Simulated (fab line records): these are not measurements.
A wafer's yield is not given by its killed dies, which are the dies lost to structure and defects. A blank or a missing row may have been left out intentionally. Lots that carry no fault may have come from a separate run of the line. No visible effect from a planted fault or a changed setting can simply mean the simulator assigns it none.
A lot that was struck, set against a sound lot | flow gf180mcu | 15 steps out of a route of 602
Sound: these wafers, L920.3, L920.4, L920.6. Wafers struck: L919.1, L919.2, L919.6. The cause comes at the end.
For every step that has rows: the tool of each side, followed by ch and its chambers, followed by its first start. Under that, the readings that differ: sound wafers | struck wafers | difference of the means | sigmas: that difference in standard deviations of wafers without a fault.
alike: readings whose means differ by less than 2 such deviations, and words and numbers that are the same on both sides. not compared: withheld readings, readings that some wafer has no value for, bounds like >300 that may hide the same value, and numbers for which the record gives no deviation and whose values overlap.
A row with sigmas, a row that says differs or no value, or rows on one side alone: a step with any of these is where the two part. Numbers that don't overlap but have no deviation are shown without sigmas and don't part them. A reading that every wafer of one side lacks parts them only if that side has two wafers or more.

GF_V3_CD_MEAS_14: the cd target is 260 nm.
  sound on cdSem-01, day 24 11:30; struck on cdSem-01, day 24 06:38
  alike: cdNm
GF_V3_OVL_MEAS_15:
  sound on overlay-02, day 24 11:35; struck on overlay-01, day 24 06:46
  alike: V3_OVL
then, 2 steps without rows for these wafers: GF_V3_ETCH_16 (etches BARC in N2/H2); GF_V3_ETCH_17 (etches SiO2 in C4F8/O2/Ar, stops on TiN, target depth 635 nm).
GF_V3_STRIP_18: strips in O2/N2.
  sound on plasmaAsher-01 ch 0,1, day 24 11:47; struck on plasmaAsher-01 ch 0,1, day 24 06:56
  alike: drypumpMotorCurrentA, heaterPowerW, oesProductAu
  not compared: rfHoursCounterH
then, 2 steps without rows for these wafers: GF_V3_STRIP_19 (strips in post etch residue remover, time 1200 s); GF_V3_CLEAN_20 (cleans in DIW).
GF_V3_SPUTTER_21: material Ti, target thk 15 nm, time 80.02 s.
  sound on pvdSputter-02, day 24 12:17; struck on pvdSputter-01, day 24 07:29
  alike: throttleValvePct
GF_V3_SPUTTER_22: material TiN, target thk 10 nm, time 38.69 s.
  sound on pvdSputter-02, day 24 12:20; struck on pvdSputter-01, day 24 07:33
  alike: throttleValvePct
GF_V3_CVD_23: deposits W, target thk 350 nm, time 104.9 s.
  sound on cvdW-02 ch 0,1, day 24 12:25; struck on cvdW-01 ch 0,1, day 24 07:35
  alike: chamberPressureTorr, heaterPowerW, susceptorTempC
GF_V3_RS_MEAS_24: a four-point-probe measurement.
  sound on filmMetro-03, day 24 12:32; struck on filmMetro-01, day 24 07:42
  alike: V3_W_RS
GF_V3_THK_MEAS_25: measures by xrf.
  sound on filmMetro-03, day 24 12:38; struck on filmMetro-01, day 24 07:49
  alike: V3_W_THK
GF_V3_CMP_26: polishes, stops on SiO2, t overpolish 15 s, target thk 0 nm.
  sound on cmp-02 ch 1,2,3, day 24 12:46; struck on cmp-01 ch 0,1,3, day 24 07:59
reading            | sound                | struck               | difference | sigmas
overpolishRunS (s) | 15.017 14.998 14.994 | 9.046 9.063 9.058    | -5.947     | -99 or more
tOverpolishS (s)   | 15 15 15             | 9.0486 9.0486 9.0486 | -5.9514    | 
  alike: headPressurePsi, motorCurrentA, timeToEndpointS
GF_M4_SPUTTER_00: material Ti, target thk 37.5 nm, time 150 s.
  sound on pvdSputter-04, day 24 12:58; struck on pvdSputter-04, day 24 08:11
  alike: throttleValvePct
-- the record jumps here: 6 days lie between the struck wafers' starts before and after (it left off in module M4 and takes up again in module PASSIVATION, whose first step shown is number 602 of the route) --
GF_PASSIVATION_PROBE_99:
  only the struck wafers here have rows in the record (prober-02, day 30 14:36); the sound ones have none

## WHERE THEY PART
At GF_V3_CMP_26 first; at GF_PASSIVATION_PROBE_99 last (within this record only).

WHY: whatever the simulator had introduced
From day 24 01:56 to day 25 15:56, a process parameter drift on cmp-01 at GF_V3_CMP_26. From 15, the setting tOverpolishS moved by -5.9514. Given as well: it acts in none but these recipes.
